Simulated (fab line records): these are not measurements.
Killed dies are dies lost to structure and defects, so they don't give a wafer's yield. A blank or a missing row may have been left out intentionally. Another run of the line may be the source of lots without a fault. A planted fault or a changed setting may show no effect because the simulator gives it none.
A lot that was struck, set against a sound lot || flow sky130 || 26 steps out of a route of 708
Sound: wafers L393.1, L393.3, L393.6. Struck: wafers L381.2, L381.5, L381.6. The cause is given at the end.
For every step that has rows: the tool of each side, followed by ch and its chambers, followed by its first start. Under that, the readings that differ: sound wafers || struck wafers || difference of the means || sigmas: that difference in standard deviations of wafers without a fault.
alike: a reading whose means differ by less than 2 such deviations, as well as words and numbers matching on both sides. not compared: withheld readings; readings where some wafer has no value; bounds like >300 that might hide an equal value; numbers whose values overlap and for which the record gives no deviation.
Wherever a step has rows on one side only, a row that says differs or no value, or a row with sigmas, the two part there. Non-overlapping numbers with no deviation appear without sigmas and do not part them. A reading missing from all wafers of one side parts the sides only when that side holds two or more wafers.

first, 6 steps without rows for these wafers: SKY_SD_N_IMPLANT_10; SKY_SD_N_STRIP_11 (strips in O2/N2); SKY_SD_N_CLEAN_13 (cleans in SC1/SC2, time 150 s); SKY_SD_N_RTA_14 (time 2 s); SKY_SALICIDE_CLEAN_00 (cleans in HF-last, time 30 s); SKY_LI_CONTACT_HDPCVD_00 (deposits PSG, target thk 930 nm, time 155 s).
SKY_LI_CONTACT_CMP_02: polishes PSG.
  sound on cmp-01 ch 1,3, day 35 19:13; struck on cmp-01 ch 0,3, day 31 16:41
  no value came back on the struck wafers for any of 5 readings (edgeZonePressureFrac, headPressurePsi (psi) and others); on the sound wafers edgeZonePressureFrac reads 1.004 1.004 1.007
{"reading": "model.PSG_of_LI_CONTACT_HDPCVD_00.thkNm (nm)", "sound": "597.7 597.2 597.4", "struck": "930.3 918.1 924.4", "difference": "+326.8", "sigmas": ""}
SKY_LI_CONTACT_BOW_MEAS_03:
  sound on filmMetro-04 at day 35 19:31; struck on filmMetro-04 at day 31 16:57
{"reading": "LI_CONTACT_BOW (um)", "sound": "63 57 72", "struck": "74 75 83", "difference": "+13", "sigmas": "+2"}
then, 9 steps without rows for these wafers: SKY_LI_CONTACT_DEHYDRATE_04 (time 60 s); SKY_LI_CONTACT_HMDS_05 (prime time 60 s); SKY_LI_CONTACT_COAT_06 (resist thk 60 nm); SKY_LI_CONTACT_COAT_07 (resist thk 450 nm); SKY_LI_CONTACT_SOFTBAKE_08 (time 90 s); SKY_LI_CONTACT_EXPOSE_09 (exposes mask LICM1, target cd 170 nm); SKY_LI_CONTACT_PEB_10; SKY_LI_CONTACT_DEVELOP_11 (develop time 60 s); SKY_LI_CONTACT_ETCH_14 (etches BARC in N2/H2, stops on SiO2, time 45.9 s, target depth 60 nm).
SKY_LI_CONTACT_ETCH_15: etches PSG in C4F8/O2/Ar, stops on Si, target depth 600 nm.
  sound on rieDiel-04 ch 0,3, day 36 21:48; struck on rieDiel-04 ch 0,3, day 32 20:27
{"reading": "oesProductAu (a.u.)", "sound": "0.843 0.833 0.836", "struck": "1.612 1.611 1.645", "difference": "+0.785", "sigmas": "+99 or more"}
{"reading": "model.etch.depthNm (nm)", "sound": "597.7 597.2 597.4", "struck": "800.3 800.1 816.7", "difference": "+208.3", "sigmas": ""}
{"reading": "model.LI_CONTACT.featureDepthNm (nm)", "sound": "597.7 597.2 597.4", "struck": "800.3 800.1 816.7", "difference": "+208.3", "sigmas": ""}
then, 6 steps without rows for these wafers: SKY_LI_CONTACT_STRIP_16 (strips in O2/N2); SKY_LI_CONTACT_CLEAN_17 (cleans in NMP, time 600 s); SKY_LI_CONTACT_PRE_CLEAN_18 (time 5.6 s); SKY_LI_CONTACT_SPUTTER_19 (material Ti, target thk 20 nm, time 106.37 s); SKY_LI_CONTACT_SPUTTER_20 (material TiN, target thk 20 nm, time 80 s); SKY_LI_CONTACT_CVD_21 (deposits W, target thk 400 nm, time 120.56 s).
SKY_LI_CONTACT_CMP_24: polishes, stops on PSG, t overpolish 20 s, target thk 0 nm.
  sound on cmp-02 ch 0,1,2, day 36 23:01; struck on cmp-01 ch 1,2,3, day 32 21:26
{"reading": "model.PSG_of_LI_CONTACT_HDPCVD_00.thkNm (nm)", "sound": "588.2 587.7 587.9", "struck": "920.8 908.6 914.9", "difference": "+326.8", "sigmas": ""}
  alike: edgeZonePressureFrac, headPressurePsi, motorCurrentA, platenRpm
-- the record jumps here: 16 days lie between the struck wafers' starts before and after (it left off in module LI_CONTACT and takes up again in module PAD_OPEN, whose first step shown is number 708 of the route) --
SKY_PAD_OPEN_PROBE_99:
  sound on prober-02 at day 51 08:12; struck on prober-01 at day 48 12:10
{"reading": "killedAtContacts", "sound": "24 16 25", "struck": "423 426 431", "difference": "+405", "sigmas": "+72"}
{"reading": "killedDies", "sound": "95 85 88", "struck": "492 492 492", "difference": "+403", "sigmas": "+44"}
{"reading": "killedOnRim", "sound": "13 17 10", "struck": "96 96 96", "difference": "+83", "sigmas": "+22"}
  alike: killed_at_M0_to_M3, killed_at_M4_up, killedAtFrontEnd, killedAtOther, killedOpen, killedShort

== WHERE THEY PART ==
Earliest at SKY_LI_CONTACT_CMP_02; latest, in this record, at SKY_PAD_OPEN_PROBE_99.

WHY: whatever the simulator had introduced
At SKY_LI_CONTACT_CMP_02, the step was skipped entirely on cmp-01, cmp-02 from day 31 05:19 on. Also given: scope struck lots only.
